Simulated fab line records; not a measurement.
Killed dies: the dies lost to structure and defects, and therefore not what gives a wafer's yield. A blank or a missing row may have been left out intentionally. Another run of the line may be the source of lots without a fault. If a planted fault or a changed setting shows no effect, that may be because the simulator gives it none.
Which tool was responsible? || flow sky130 || 42 wafers from 14 lots sampled at 3 of the route's 708 steps

WHAT EACH GAUGE READ, for each wafer
SKY_VIA4_BOW_MEAS_03.
{"lot": "L327", "measured": "day 42 17:57", "on": "film_metro-04", "VIA4_BOW (um)": "84 82 77"}
{"lot": "L331", "measured": "day 42 19:24", "on": "film_metro-01", "VIA4_BOW (um)": "83 101 85"}
{"lot": "L326", "measured": "day 42 19:53", "on": "film_metro-04", "VIA4_BOW (um)": "90 80 86"}
{"lot": "L330", "measured": "day 42 20:29", "on": "film_metro-02", "VIA4_BOW (um)": "84 91 92"}
{"lot": "L333", "measured": "day 42 22:38", "on": "film_metro-02", "VIA4_BOW (um)": "85 82 86"}
{"lot": "L334", "measured": "day 43 22:59", "on": "film_metro-04", "VIA4_BOW (um)": "82 66 78"}
{"lot": "L335", "measured": "day 43 23:52", "on": "film_metro-01", "VIA4_BOW (um)": "96 90 84"}
{"lot": "L336", "measured": "day 44 03:34", "on": "film_metro-01", "VIA4_BOW (um)": "82 78 86"}
{"lot": "L338", "measured": "day 48 03:26", "on": "film_metro-04", "VIA4_BOW (um)": "81 73 70"}
{"lot": "L339", "measured": "day 48 04:23", "on": "film_metro-01", "VIA4_BOW (um)": "90 83 79"}
{"lot": "L340", "measured": "day 48 04:29", "on": "film_metro-04", "VIA4_BOW (um)": "82 86 77"}
{"lot": "L345", "measured": "day 48 04:53", "on": "film_metro-04", "VIA4_BOW (um)": "76 77 77"}
{"lot": "L348", "measured": "day 48 14:11", "on": "film_metro-04", "VIA4_BOW (um)": "85 87 87"}
{"lot": "L349", "measured": "day 48 14:53", "on": "film_metro-01", "VIA4_BOW (um)": "91 79 79"}

WHICH TOOL RAN EACH LOT (tool, then ch and the chambers of the sampled wafers, then the start)
{"lot": "L327", "SKY_METAL4_METAL_ETCH_18": "rie_metal-02 ch 0,1, day 42 15:59", "SKY_VIA4_CMP_02": "cmp-02 ch 0,1,2, day 42 17:39"}
{"lot": "L331", "SKY_METAL4_METAL_ETCH_18": "rie_metal-01 ch 1, day 42 17:44", "SKY_VIA4_CMP_02": "cmp-02 ch 0,1,2, day 42 19:12"}
{"lot": "L326", "SKY_METAL4_METAL_ETCH_18": "rie_metal-01 ch 0,1, day 42 18:05", "SKY_VIA4_CMP_02": "cmp-02 ch 1,2,3, day 42 19:35"}
{"lot": "L330", "SKY_METAL4_METAL_ETCH_18": "rie_metal-01 ch 0,1, day 42 18:30", "SKY_VIA4_CMP_02": "cmp-01 ch 0,2,3, day 42 20:11"}
{"lot": "L333", "SKY_METAL4_METAL_ETCH_18": "rie_metal-04 ch 0,1, day 42 20:38", "SKY_VIA4_CMP_02": "cmp-01 ch 0,1,3, day 42 22:20"}
{"lot": "L334", "SKY_METAL4_METAL_ETCH_18": "rie_metal-02 ch 0, day 43 21:07", "SKY_VIA4_CMP_02": "cmp-02 ch 0,1,2, day 43 22:40"}
{"lot": "L335", "SKY_METAL4_METAL_ETCH_18": "rie_metal-02 ch 0,1, day 43 22:02", "SKY_VIA4_CMP_02": "cmp-02 ch 1,2,3, day 43 23:37"}
{"lot": "L336", "SKY_METAL4_METAL_ETCH_18": "rie_metal-04 ch 0,1, day 44 02:12", "SKY_VIA4_CMP_02": "cmp-01 ch 0,2,3, day 44 03:18"}
{"lot": "L338", "SKY_METAL4_METAL_ETCH_18": "rie_metal-01 ch 0, day 48 01:56", "SKY_VIA4_CMP_02": "cmp-02 ch 0,2,3, day 48 03:08"}
{"lot": "L339", "SKY_METAL4_METAL_ETCH_18": "rie_metal-01 ch 0, day 48 02:51", "SKY_VIA4_CMP_02": "cmp-02 ch 1,2,3, day 48 04:13"}
{"lot": "L340", "SKY_METAL4_METAL_ETCH_18": "rie_metal-02 ch 0,1, day 48 03:12", "SKY_VIA4_CMP_02": "cmp-01 ch 0,2, day 48 04:12"}
{"lot": "L345", "SKY_METAL4_METAL_ETCH_18": "rie_metal-01 ch 0, day 48 03:23", "SKY_VIA4_CMP_02": "cmp-02 ch 0,1,2, day 48 04:38"}
{"lot": "L348", "SKY_METAL4_METAL_ETCH_18": "rie_metal-02 ch 0,1, day 48 12:50", "SKY_VIA4_CMP_02": "cmp-01 ch 1,2,3, day 48 13:52"}
{"lot": "L349", "SKY_METAL4_METAL_ETCH_18": "rie_metal-02 ch 0,1, day 48 13:32", "SKY_VIA4_CMP_02": "cmp-02 ch 1,2,3, day 48 14:35"}
- SKY_METAL4_METAL_ETCH_18: etches the open film in Cl2/BCl3, stops on SiO2, target depth 845 nm, time 183.1 s.
- SKY_VIA4_CMP_02: polishes SiO2.

WHAT THE TOOLS THEMSELVES READ (means of the sampled wafers that have a number; where no wafer has one, the mark that the record gives instead)
SKY_METAL4_METAL_ETCH_18.
{"lot": "L327", "tool": "rie_metal-02", "bias_w (W)": 48.45, "drypump_motor_current_A (A)": 6.0, "oes_product_au (a.u.)": 0.868, "throttle_valve_pct (%)": 22.262}
{"lot": "L331", "tool": "rie_metal-01", "bias_w (W)": 48.59, "drypump_motor_current_A (A)": 5.7, "oes_product_au (a.u.)": 0.865, "throttle_valve_pct (%)": 22.265}
{"lot": "L326", "tool": "rie_metal-01", "bias_w (W)": 48.50, "drypump_motor_current_A (A)": 6.1, "oes_product_au (a.u.)": 0.864, "throttle_valve_pct (%)": 22.257}
{"lot": "L330", "tool": "rie_metal-01", "bias_w (W)": 48.23, "drypump_motor_current_A (A)": 5.9, "oes_product_au (a.u.)": 0.864, "throttle_valve_pct (%)": 22.258}
{"lot": "L333", "tool": "rie_metal-04", "bias_w (W)": 48.55, "drypump_motor_current_A (A)": 5.6, "oes_product_au (a.u.)": 0.861, "throttle_valve_pct (%)": 22.269}
{"lot": "L334", "tool": "rie_metal-02", "bias_w (W)": 48.43, "drypump_motor_current_A (A)": 5.7, "oes_product_au (a.u.)": 0.873, "throttle_valve_pct (%)": 22.257}
{"lot": "L335", "tool": "rie_metal-02", "bias_w (W)": 48.43, "drypump_motor_current_A (A)": 5.8, "oes_product_au (a.u.)": 0.861, "throttle_valve_pct (%)": 22.265}
{"lot": "L336", "tool": "rie_metal-04", "bias_w (W)": 48.54, "drypump_motor_current_A (A)": 5.1, "oes_product_au (a.u.)": 0.866, "throttle_valve_pct (%)": 22.263}
{"lot": "L338", "tool": "rie_metal-01", "bias_w (W)": 48.31, "drypump_motor_current_A (A)": 6.2, "oes_product_au (a.u.)": 0.868, "throttle_valve_pct (%)": 22.260}
{"lot": "L339", "tool": "rie_metal-01", "bias_w (W)": 48.48, "drypump_motor_current_A (A)": 6.3, "oes_product_au (a.u.)": 0.865, "throttle_valve_pct (%)": 22.263}
{"lot": "L340", "tool": "rie_metal-02", "bias_w (W)": 48.57, "drypump_motor_current_A (A)": 5.9, "oes_product_au (a.u.)": 0.863, "throttle_valve_pct (%)": 22.258}
{"lot": "L345", "tool": "rie_metal-01", "bias_w (W)": 48.34, "drypump_motor_current_A (A)": 6.3, "oes_product_au (a.u.)": 0.864, "throttle_valve_pct (%)": 22.271}
{"lot": "L348", "tool": "rie_metal-02", "bias_w (W)": 48.33, "drypump_motor_current_A (A)": 5.9, "oes_product_au (a.u.)": 0.864, "throttle_valve_pct (%)": 22.263}
{"lot": "L349", "tool": "rie_metal-02", "bias_w (W)": 48.41, "drypump_motor_current_A (A)": 5.9, "oes_product_au (a.u.)": 0.870, "throttle_valve_pct (%)": 22.265}

SKY_VIA4_CMP_02.
{"lot": "L327", "tool": "cmp-02", "motor_current_A (A)": 12.7}
{"lot": "L331", "tool": "cmp-02", "motor_current_A (A)": 12.7}
{"lot": "L326", "tool": "cmp-02", "motor_current_A (A)": 11.7}
{"lot": "L330", "tool": "cmp-01", "motor_current_A (A)": 12.4}
{"lot": "L333", "tool": "cmp-01", "motor_current_A (A)": 12.0}
{"lot": "L334", "tool": "cmp-02", "motor_current_A (A)": 12.2}
{"lot": "L335", "tool": "cmp-02", "motor_current_A (A)": 12.0}
{"lot": "L336", "tool": "cmp-01", "motor_current_A (A)": 12.4}
{"lot": "L338", "tool": "cmp-02", "motor_current_A (A)": 11.7}
{"lot": "L339", "tool": "cmp-02", "motor_current_A (A)": 11.7}
{"lot": "L340", "tool": "cmp-01", "motor_current_A (A)": 11.3}
{"lot": "L345", "tool": "cmp-02", "motor_current_A (A)": 12.4}
{"lot": "L348", "tool": "cmp-01", "motor_current_A (A)": 13.6}
{"lot": "L349", "tool": "cmp-02", "motor_current_A (A)": 11.4}

THE ANSWER, worked out from the rows above alone
Rule: usual is defined by the lots themselves. Put in order of their means at a reading, lots are off if they are a third of the lots or fewer, leave a main group of 4 or more, and stand apart from it by a gap of 3 or more times the standard deviation of the main group's means; of several such gaps the widest counts. If all means in a main group match to the digits the tables above print for the reading, that group is not used. A lot without any number at a reading at which 4 lots or more have one is off too. All remaining lots with rows at the step are treated as sound. The gauges are gone through in route order, then the tools' own readings, and for those a lot's mean is taken as printed above. The first step at which some lot is off is used, and at that step the reading that is off furthest; a lot without a number counts as furthest.
No lot is off on any of the readings shown, so nothing can be concluded from this.

WHAT THE SIMULATOR HAD INSERTED
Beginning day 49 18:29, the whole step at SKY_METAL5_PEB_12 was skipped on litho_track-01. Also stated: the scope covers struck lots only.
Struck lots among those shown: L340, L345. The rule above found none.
